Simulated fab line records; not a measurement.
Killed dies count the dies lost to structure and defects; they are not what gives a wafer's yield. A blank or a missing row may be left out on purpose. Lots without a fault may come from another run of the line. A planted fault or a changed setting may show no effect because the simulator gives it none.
fab line records	flow sky130
record: lots: 6	wafers: 18	last-day: 49
route steps=708 shown PWDE@46 NWELL@56 PAD_OPEN@708
lots that met no fault: taken from a fault-free run of the same line
start-h: hours from the record's first day to the start of the lot's first wafer shown	wait-h: hours elapsed since this lot's preceding step	" identical to the entry in the row above	L1.1+2: several wafers, shown together as one row	- either no value or no given start	* or withheld: withheld	< > ~ a bound
route shown NAME@n: names a module that has steps shown in the file, with the first one's number in the route	usual: mean/standard deviation taken from wafers without a fault	same: alike in all rows	chamber/n: place in a boat	sites: the reading at each site	_std_site: the values' standard deviation	_edge_site: inner sites' mean taken away from outer sites' mean	radius-mm: how far each site lies from the wafer's centre	mask NAME#n: copy n	behind: the tool/chamber that last shaped the wafer	hold: cause of the lot's hold/its duration in hours/its outcome	device: names the non-switching transistor (n, p or np)	end of line: tests of these same wafers at the route's end	step lacking rows: just its recipe	killed: the dies lost at the first sort to structure and to defects; this is not the yield of the wafer	map: shows each die of a wafer: x if killed, . if not, _ if none is there
set.NAME: the setting as run; set.NAME@STEP: as run at that earlier step	model.NAME: the simulator's own value behind a step, which no gauge read
lots at some steps of the route; a table a step, a row a wafer
services: a tool's chamber out of use, with start hour (start-h, from the record's first day; less than 0 if before it), hours out, and reason
== steps ==
step: SKY_PWDE_HMDS_01
recipe: prime-time-s: 60	prime-temp-c: 120
step: SKY_PWDE_COAT_02
recipe: spin-rpm: 2000	resist-thk-nm: 3000
step: SKY_PWDE_SOFTBAKE_03
recipe: temp-c: 110	time-s: withheld
step: SKY_PWDE_EXPOSE_04
recipe: mask-id: PWDEM	na: 0.6	source-shape: conventional	sigma-outer: 0.6	polarization: unpolarized	target-cd-nm: 840	dose-mj: 214
step: SKY_PWDE_PEB_05
recipe: temp-c: 115	time-s: withheld
step: SKY_PWDE_DEVELOP_06
recipe: wall-angle-deg: 90	developer: TMAH	develop-time-s: 60	dev-temp-c: 23
step: SKY_PWDE_OVL_MEAS_07
usual: PWDE_OVL: -1.2/1.4
lot.wafer	tool	chamber	start-h	wait-h	PWDE_OVL[nm]
L533.1	overlay-02	-	86.23	-	-2.5
L533.4	"	-	"	"	-1.8
L533.5	"	-	"	"	-2.1
L536.1	overlay-01	-	98.43	-	-0.8
L536.2	"	-	"	"	-1.7
L536.5	"	-	"	"	-1.7
L542.2	overlay-02	-	136.93	-	-0.5
L542.4	"	-	"	"	0.3
L542.5	"	-	"	"	0.5
L544.2	overlay-02	-	149.79	-	-1.2
L544.5	"	-	"	"	-1.4
L544.6	"	-	"	"	-1.7
L546.1	overlay-01	-	156.97	-	-1.2
L546.3	"	-	"	"	-0.4
L546.6	"	-	"	"	-3.3
L547.1	overlay-02	-	162.63	-	-1.1
L547.3	"	-	"	"	-2.9
L547.4	"	-	"	"	-1.4
step: SKY_PWDE_IMPLANT_08
recipe: species: B	energy-kev: 150	dose-cm2: 3.6e+12	tilt-deg: withheld
step: SKY_PWDE_STRIP_09
recipe: chemistry: O2/N2	power-w: 1400	pressure-mtorr: 1500	platen-temp-c: withheld	o2-flow-sccm: 3000	n2-flow-sccm: 300	overash-fraction: 0.5
usual: drypump-motor-current-A: 5.83/0.1	oes-product-au: 0.722/0.0046	strip-time-to-endpoint-s: 36.97/0.095
lot.wafer	tool	chamber	start-h	wait-h	drypump-motor-current-A	oes-product-au	rf-hours-counter-h	strip-time-to-endpoint-s
L533.1	plasma-asher-04	0	86.42	0.1	5.78	0.724	42	37.13
L533.4	"	0	"	"	5.79	0.718	-	36.96
L533.5	"	1	"	"	6.01	0.721	-	37.05
L536.1	plasma-asher-04	0	98.62	0.1	5.78	0.720	44	37.16
L536.2	"	1	"	"	6.00	0.722	44	36.99
L536.5	"	0	"	"	5.82	0.720	-	36.94
L542.2	plasma-asher-01	1	137.11	0.1	5.93	0.724	41	36.94
L542.4	"	1	"	"	5.93	0.728	-	37.05
L542.5	"	0	"	"	5.84	0.730	-	37.05
L544.2	plasma-asher-02	1	149.97	0.1	5.79	0.720	5	36.85
L544.5	"	1	"	"	5.79	0.725	-	36.89
L544.6	"	0	"	"	5.71	0.725	-	36.86
L546.1	plasma-asher-02	0	157.16	0.1	5.73	0.730	5	37.01
L546.3	"	1	"	"	5.81	0.726	-	36.98
L546.6	"	1	"	"	5.80	0.723	-	36.92
L547.1	plasma-asher-04	1	162.82	0.1	6.02	0.718	47	36.92
L547.3	"	0	"	"	5.75	0.724	-	36.91
L547.4	"	1	"	"	6.03	0.717	-	36.99
step: SKY_PWDE_TW_MEAS_10
usual: PWDE_TW: 377.3/2.5
lot.wafer	tool	chamber	start-h	wait-h	PWDE_TW
L533.1	film-metro-04	-	86.52	0.1	376.7
L533.4	"	-	"	"	376.0
L533.5	"	-	"	"	375.1
L536.1	film-metro-04	-	98.72	0.1	378.3
L536.2	"	-	"	"	376.3
L536.5	"	-	"	"	378.6
L542.2	film-metro-02	-	137.22	0.1	376.7
L542.4	"	-	"	"	377.6
L542.5	"	-	"	"	378.4
L544.2	film-metro-04	-	150.08	0.1	375.6
L544.5	"	-	"	"	375.2
L544.6	"	-	"	"	371.6
L546.1	film-metro-02	-	157.26	0.1	379.5
L546.3	"	-	"	"	380.0
L546.6	"	-	"	"	381.1
L547.1	film-metro-02	-	162.92	0.1	378.8
L547.3	"	-	"	"	378.5
L547.4	"	-	"	"	378.7
step: SKY_NWELL_DEHYDRATE_03
recipe: temp-c: 200	time-s: 60
step: SKY_NWELL_HMDS_04
recipe: prime-time-s: 60	prime-temp-c: 120
step: SKY_NWELL_COAT_05
recipe: spin-rpm: 2000	resist-thk-nm: 3000
lot.wafer	tool	chamber	start-h	wait-h	model.coat_of_NWELL_COAT_05.thk-nm
L533.1	litho-track-03	0	94.72	0.1	3019
L533.4	"	0	"	"	3010
L533.5	"	0	"	"	3007
L536.1	litho-track-04	0	107.53	0.1	3000
L536.2	"	0	"	"	3002
L536.5	"	0	"	"	3001
L542.2	litho-track-03	0	146.95	0.1	3006
L542.4	"	0	"	"	3012
L542.5	"	0	"	"	3014
L544.2+6	litho-track-03	0	160.25	0.1	1160
L544.5	"	0	"	"	1155
L546.1	litho-track-01	0	167.32	0.1	3016
L546.3	"	0	"	"	3007
L546.6	"	0	"	"	3012
L547.1	litho-track-03	0	173.12	0.1	1155
L547.3	"	0	"	"	1160
L547.4	"	0	"	"	1158
step: SKY_NWELL_SOFTBAKE_06
recipe: temp-c: 110	time-s: withheld
step: SKY_NWELL_EXPOSE_07
recipe: mask-id: NWM	na: 0.6	source-shape: conventional	sigma-outer: 0.6	polarization: unpolarized	target-cd-nm: 840	dose-mj: 255
step: SKY_NWELL_PEB_08
recipe: temp-c: 115	time-s: withheld
step: SKY_NWELL_DEVELOP_09
recipe: wall-angle-deg: 90	developer: TMAH	develop-time-s: 60	dev-temp-c: 23
lot.wafer	tool	chamber	start-h	wait-h	model.coat_of_NWELL_COAT_05.thk-nm
L533.1	litho-track-01	0	-	-	3015
L533.4	"	0	"	"	3006
L533.5	"	0	"	"	3003
L536.1+5	litho-track-01	0	-	-	2996
L536.2	"	0	"	"	2998
L542.2	litho-track-04	0	-	-	3001
L542.4	"	0	"	"	3008
L542.5	"	0	"	"	3010
L544.2+6	litho-track-03	0	-	-	1156
L544.5	"	0	"	"	1151
L546.1	litho-track-01	0	-	-	3011
L546.3	"	0	"	"	3003
L546.6	"	0	"	"	3008
L547.1	litho-track-01	0	-	-	1151
L547.3	"	0	"	"	1156
L547.4	"	0	"	"	1154
step: SKY_NWELL_OVL_MEAS_10
usual: NWELL_00_OVL: -1.1/1.1
lot.wafer	tool	chamber	start-h	wait-h	NWELL_00_OVL[nm]
L533.1	overlay-02	-	103.82	-	-1.3
L533.4	"	-	"	"	-1.5
L533.5	"	-	"	"	-2.0
L536.1	overlay-02	-	116.57	-	-0.8
L536.2	"	-	"	"	-2.3
L536.5	"	-	"	"	-1.9
L542.2	overlay-02	-	156.94	-	-2.6
L542.4	"	-	"	"	-3.0
L542.5	"	-	"	"	-3.4
L544.2	overlay-01	-	170.18	-	-2.2
L544.5	"	-	"	"	-1.8
L544.6	"	-	"	"	-0.9
L546.1	overlay-02	-	177.17	-	0.0
L546.3	"	-	"	"	-1.2
L546.6	"	-	"	"	-1.0
L547.1	overlay-01	-	183.72	-	-1.5
L547.3	"	-	"	"	1.0
L547.4	"	-	"	"	-1.4
step: SKY_NWELL_IMPLANT_11
recipe: species: P	energy-kev: 400	dose-cm2: 1.9e+13	tilt-deg: withheld
step: SKY_NWELL_IMPLANT_12
recipe: species: P	energy-kev: 120	dose-cm2: 1.3e+12	tilt-deg: withheld
step: SKY_NWELL_IMPLANT_13
recipe: species: P	energy-kev: 50	dose-cm2: 7e+11	tilt-deg: withheld
step: SKY_NWELL_STRIP_14
recipe: chemistry: O2/N2	power-w: 1400	pressure-mtorr: 1500	platen-temp-c: withheld	o2-flow-sccm: 3000	n2-flow-sccm: 300	overash-fraction: 0.5
usual: drypump-motor-current-A: 5.7/0.38	oes-product-au: 0.722/0.0047	strip-time-to-endpoint-s: 36.97/0.094
lot.wafer	tool	chamber	start-h	wait-h	drypump-motor-current-A	oes-product-au	rf-hours-counter-h	strip-time-to-endpoint-s
L533.1	plasma-asher-01	0	104.31	0.1	5.8	0.711	39	37.15
L533.4	"	0	"	"	5.8	0.723	-	37.02
L533.5	"	1	"	"	5.9	0.719	-	36.99
L536.1	plasma-asher-03	0	117.06	0.1	4.9	0.723	30	36.92
L536.2	"	1	"	"	5.8	0.730	30	36.93
L536.5	"	1	"	"	5.8	0.720	-	36.92
L542.2	plasma-asher-03	0	157.42	0.1	4.9	0.719	36	36.98
L542.4	"	1	"	"	5.8	0.727	-	37.06
L542.5	"	0	"	"	4.9	0.730	-	37.08
L544.2	plasma-asher-01	0	170.66	0.1	5.9	0.714	44	15.38
L544.5	"	0	"	"	5.9	0.715	-	15.31
L544.6	"	1	"	"	5.9	0.712	-	15.39
L546.1	plasma-asher-02	1	177.66	0.1	5.8	0.729	8	37.10
L546.3	"	0	"	"	5.7	0.711	-	37.00
L546.6	"	0	"	"	5.7	0.719	-	37.08
L547.1	plasma-asher-03	0	184.21	0.1	4.9	0.705	39	15.33
L547.3	"	1	"	"	5.8	0.717	-	15.38
L547.4	"	0	"	"	4.9	0.718	-	15.33
step: SKY_NWELL_TW_MEAS_15
usual: NWELL_TW: 1838/12
lot.wafer	tool	chamber	start-h	wait-h	NWELL_TW
L533.1	film-metro-02	-	104.41	0.1	1841
L533.4	"	-	"	"	1856
L533.5	"	-	"	"	1855
L536.1	film-metro-04	-	117.16	0.1	1842
L536.2	"	-	"	"	1849
L536.5	"	-	"	"	1844
L542.2	film-metro-04	-	157.53	0.1	1817
L542.4	"	-	"	"	1827
L542.5	"	-	"	"	1809
L544.2	film-metro-02	-	170.77	0.1	1857
L544.5	"	-	"	"	1866
L544.6	"	-	"	"	1855
L546.1	film-metro-04	-	177.76	0.1	1831
L546.3	"	-	"	"	1833
L546.6	"	-	"	"	1840
L547.1	film-metro-04	-	184.31	0.1	1843
L547.3	"	-	"	"	1836
L547.4	"	-	"	"	1833
step: SKY_PAD_OPEN_PROBE_99
usual: killed_at_M0_to_M3: 44/7.7	killed_at_M4_up: 3.2/1.7	killed-at-contacts: 24/5.3	killed-at-front-end: 15/4.3	killed-at-other: 0.3/0.57	killed-dies: 87/11	killed-open: 47/7.4	killed-short: 40/6.5
same: gross-dies: 492	killed-at-back-side: 0
lot.wafer	tool	chamber	start-h	wait-h	killed_at_M0_to_M3	killed_at_M4_up	killed-at-contacts	killed-at-front-end	killed-at-other	killed-dies	killed-open	killed-short	model.etest.pfet_16v.r-on-ohm-um	model.etest.nfet_16v.r-on-ohm-um	model.etest.res-nwell.line-ohm-um	model.etest.res-nwell.width-nm	model.etest.res-iso-pwell.width-nm	model.etest.pfet_16v.drive-ua-um	model.etest.nfet_16v.drive-ua-um	model.etest.iso-nwell-nwell.leak-log10-a-um
L533.1	prober-01	-	1091.20	0.1	50	1	38	22	0	111	57	54	1.536e+04	1.411e+04	1142	848.3	2633	243.2	220.4	-13.54
L533.4	prober-01	-	1091.35	0.2	42	2	30	13	0	87	42	45	1.538e+04	1.403e+04	1149	846.5	2628	239.8	217.9	-13.72
L533.5	prober-01	-	1091.40	0.2	52	6	22	16	0	96	56	40	1.56e+04	1.417e+04	1144	849.2	2616	238.6	216.1	-13.29
L536.1	prober-01	-	1107.49	0.1	36	2	29	13	0	80	47	33	1.492e+04	1.405e+04	1140	823.4	2661	249.5	225.1	-13.75
L536.2	prober-01	-	1107.54	0.1	27	5	23	15	0	70	35	35	1.476e+04	1.406e+04	1090	820.9	2670	251.8	226.5	-13.79
L536.5	prober-01	-	1107.69	0.2	39	3	17	16	0	75	49	26	1.453e+04	1.402e+04	1103	819.6	2655	252.5	228.6	-13.61
L542.2	prober-02	-	1145.85	0.1	35	2	25	15	0	77	45	32	1.519e+04	1.389e+04	1173	827.5	2636	242.2	224.1	-13.84
L542.4	prober-02	-	1145.95	0.2	46	3	20	16	0	85	40	45	1.518e+04	1.394e+04	1163	828.1	2654	242.1	223.5	-13.81
L542.5	prober-02	-	1146.00	0.2	47	4	23	17	0	91	39	52	1.495e+04	1.386e+04	1148	825.8	2665	240.3	220.9	-13.87
L544.2	prober-01	-	1155.81	0.1	38	4	19	17	1	79	46	32	1.669e+04	1.327e+04	950.7	995.7	2558	214.8	229.3	-12.63
L544.5	prober-01	-	1155.96	0.2	44	4	22	17	2	89	46	42	1.672e+04	1.338e+04	964.6	995.4	2557	215.1	229.5	-12.75
L544.6	prober-01	-	1156.01	0.2	48	2	26	23	1	100	50	50	1.67e+04	1.349e+04	953.6	1001	2535	212.6	224.6	-12.8
L546.1	prober-01	-	1162.68	0.1	46	3	11	17	0	77	41	36	1.529e+04	1.403e+04	1165	834.9	2639	240.2	220.2	-13.91
L546.3	prober-01	-	1162.78	0.2	53	2	22	15	0	92	40	52	1.509e+04	1.39e+04	1144	835.5	2652	244.1	222.1	-13.77
L546.6	prober-01	-	1162.93	0.2	57	8	26	23	0	114	50	63	1.541e+04	1.396e+04	1163	842.1	2641	243	220.9	-13.7
L547.1	prober-01	-	1169.55	0.1	50	4	33	14	0	101	57	44	1.663e+04	1.346e+04	925.2	1010	2533	216.8	222	-11.8
L547.3	prober-01	-	1169.65	0.2	53	5	18	12	1	89	46	42	1.645e+04	1.332e+04	927.2	1012	2540	219.3	229.1	-12.24
L547.4	prober-01	-	1169.70	0.2	45	2	22	15	0	84	49	35	1.667e+04	1.342e+04	936.9	1016	2536	215.8	225.5	-12.1
killed by level:class
L533.1 CONTACT:geometric-particle:open=14 CONTACT:geometric-particle:short=10 LI_CONTACT:geometric-particle:open=9 METAL1:geometric-particle:short=7 VIA1:geometric-particle:short=7 FIELD_ISO:geometric-particle:open=6 VIA3:geometric-particle:open=6 POLY_GATE:geometric-particle:open=5
L533.4 CONTACT:geometric-particle:open=9 VIA1:geometric-particle:open=9 METAL2:geometric-particle:short=8 LI_CONTACT:geometric-particle:open=7 CONTACT:geometric-particle:short=7 VIA1:geometric-particle:short=6 FIELD_ISO:geometric-particle:open=5 LI_CONTACT:geometric-particle:short=5
L533.5 VIA1:geometric-particle:open=13 FIELD_ISO:geometric-particle:open=9 VIA3:geometric-particle:open=8 CONTACT:geometric-particle:open=8 CONTACT:geometric-particle:short=6 VIA1:geometric-particle:short=6 VIA2:geometric-particle:open=5 METAL2:geometric-particle:short=5
L536.1 CONTACT:geometric-particle:open=10 VIA1:geometric-particle:short=7 LI_CONTACT:geometric-particle:open=6 VIA3:geometric-particle:open=6 VIA1:geometric-particle:open=6 POLY_GATE:geometric-particle:open=5 CONTACT:geometric-particle:short=5 LI_CONTACT:geometric-particle:short=4
L536.2 CONTACT:geometric-particle:open=11 VIA1:geometric-particle:short=5 FIELD_ISO:geometric-particle:short=4 METAL1:geometric-particle:short=4 LOCAL_INTERCONNECT:geometric-particle:short=4 VIA1:geometric-particle:open=4 FIELD_ISO:geometric-particle:open=3 POLY_GATE:geometric-particle:open=3
L536.5 VIA1:geometric-particle:open=9 VIA3:geometric-particle:open=7 CONTACT:geometric-particle:open=6 LI_CONTACT:geometric-particle:open=6 POLY_GATE:geometric-particle:open=5 VIA2:geometric-particle:open=5 VIA3:geometric-particle:short=5 VIA1:geometric-particle:short=4
L542.2 VIA1:geometric-particle:open=10 CONTACT:geometric-particle:open=9 VIA3:geometric-particle:open=6 FIELD_ISO:geometric-particle:open=5 LI_CONTACT:geometric-particle:open=5 LOCAL_INTERCONNECT:geometric-particle:short=5 CONTACT:geometric-particle:short=5 VIA2:geometric-particle:open=5
L542.4 VIA1:geometric-particle:short=8 VIA2:geometric-particle:open=8 CONTACT:geometric-particle:open=6 VIA3:geometric-particle:open=6 VIA2:geometric-particle:short=5 LOCAL_INTERCONNECT:geometric-particle:short=5 METAL1:geometric-particle:short=5 VIA1:geometric-particle:open=5
L542.5 VIA1:geometric-particle:open=12 METAL2:geometric-particle:short=9 CONTACT:geometric-particle:open=8 METAL1:geometric-particle:short=6 VIA3:geometric-particle:short=6 FIELD_ISO:geometric-particle:short=4 LI_CONTACT:geometric-particle:short=4 LOCAL_INTERCONNECT:geometric-particle:short=4
L544.2 CONTACT:geometric-particle:open=11 VIA1:geometric-particle:open=8 POLY_GATE:geometric-particle:open=7 METAL2:geometric-particle:short=7 VIA3:geometric-particle:open=5 FIELD_ISO:geometric-particle:open=4 METAL1:geometric-particle:short=4 VIA2:geometric-particle:open=4
L544.5 VIA1:geometric-particle:open=12 LI_CONTACT:geometric-particle:open=8 VIA3:geometric-particle:open=6 CONTACT:geometric-particle:open=6 FIELD_ISO:geometric-particle:short=5 FIELD_ISO:geometric-particle:open=4 POLY_GATE:geometric-particle:open=4 VIA2:geometric-particle:short=4
L544.6 VIA1:geometric-particle:open=15 CONTACT:geometric-particle:open=8 VIA1:geometric-particle:short=8 FIELD_ISO:geometric-particle:short=6 CONTACT:geometric-particle:short=5 POLY_GATE:geometric-particle:short=5 LI_CONTACT:geometric-particle:short=5 METAL1:geometric-particle:short=5
L546.1 VIA1:geometric-particle:open=12 VIA1:geometric-particle:short=8 CONTACT:geometric-particle:open=7 METAL2:geometric-particle:short=6 VIA2:geometric-particle:open=5 METAL1:geometric-particle:short=5 POLY_GATE:geometric-particle:open=4 POLY_GATE:geometric-particle:short=4
L546.3 METAL2:geometric-particle:short=11 VIA3:geometric-particle:open=11 CONTACT:geometric-particle:open=9 VIA1:geometric-particle:short=7 LI_CONTACT:geometric-particle:open=6 VIA1:geometric-particle:open=6 VIA3:geometric-particle:short=5 POLY_GATE:geometric-particle:short=4
L546.6 METAL1:geometric-particle:short=12 LI_CONTACT:geometric-particle:open=10 VIA1:geometric-particle:open=10 METAL2:geometric-particle:short=8 FIELD_ISO:geometric-particle:short=6 METAL4:geometric-particle:short=6 FIELD_ISO:geometric-particle:open=5 LOCAL_INTERCONNECT:geometric-particle:short=5
L547.1 VIA1:geometric-particle:open=15 LI_CONTACT:geometric-particle:open=12 CONTACT:geometric-particle:open=10 METAL1:geometric-particle:short=9 VIA2:geometric-particle:open=6 FIELD_ISO:geometric-particle:short=4 POLY_GATE:geometric-particle:open=4 VIA1:geometric-particle:short=4
L547.3 VIA1:geometric-particle:open=15 CONTACT:geometric-particle:short=8 VIA2:geometric-particle:open=7 VIA3:geometric-particle:open=6 METAL1:geometric-particle:short=6 LI_CONTACT:geometric-particle:open=5 METAL2:geometric-particle:short=5 FIELD_ISO:geometric-particle:short=4
L547.4 LI_CONTACT:geometric-particle:open=12 VIA1:geometric-particle:open=11 VIA2:geometric-particle:open=6 CONTACT:geometric-particle:open=5 METAL2:geometric-particle:short=5 FIELD_ISO:geometric-particle:short=4 FIELD_ISO:geometric-particle:open=4 VIA3:geometric-particle:short=4
== services ==
tool	chamber	start-h	hours	kind
plasma-asher-03	-	88.68	14.6	pm
litho-track-04	-	100.61	-	consumable-replace:filter
plasma-asher-02	-	108.75	9.0	pm
plasma-asher-02	0	108.75	9.0	vent-cycle
plasma-asher-02	1	108.75	9.0	vent-cycle
litho-track-01	-	117.08	-	consumable-replace:filter
plasma-asher-02	0	117.75	-	clean
plasma-asher-02	1	117.75	-	clean
plasma-asher-01	-	122.45	14.6	pm
plasma-asher-04	-	123.92	31.8	pm
plasma-asher-04	-	155.69	4.3	pm
plasma-asher-02	-	180.26	0.4	repair
plasma-asher-03	-	182.25	0.7	repair
== key ==
first-sign: step: SKY_NWELL_STRIP_14	reading: strip-time-to-endpoint-s	direction: down	sigmas: 99+	usual: *	struck: *
effect none on later readings
model-effect: step: SKY_NWELL_COAT_05	value: coat_of_NWELL_COAT_05.thk-nm	without: 3020	struck: 1158
model-effect: step: SKY_NWELL_DEVELOP_09	value: coat_of_NWELL_COAT_05.thk-nm	without: 3015	struck: 1154
model-effect: step: SKY_PAD_OPEN_PROBE_99	value: etest.pfet_16v.r-on-ohm-um	without: 1.519e+04	struck: 1.664e+04
met-at SKY_NWELL_COAT_05
struck-wafers L544.2,L544.5,L544.6,L547.1,L547.3,L547.4
tester-left-out L544,L547
onset-between 146.95 160.25
fault: kind: process-parameter-drift	tool: litho-track-03	chamber: -	onset-h: 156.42	steps: SKY_NWELL_COAT_05	channel: resist-thk-nm	offset: -1849.4	shape: step	end-h: 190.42	acts-in: these-recipes-only	stated: 3000
tester-left-out: of these lots the tester's yield and bins aren't shown, on N5 and GAA mostly nor the transistor test; their killed dies are dies lost to structure and defects alone, not to doping, threshold or leakage, so they don't give the yield
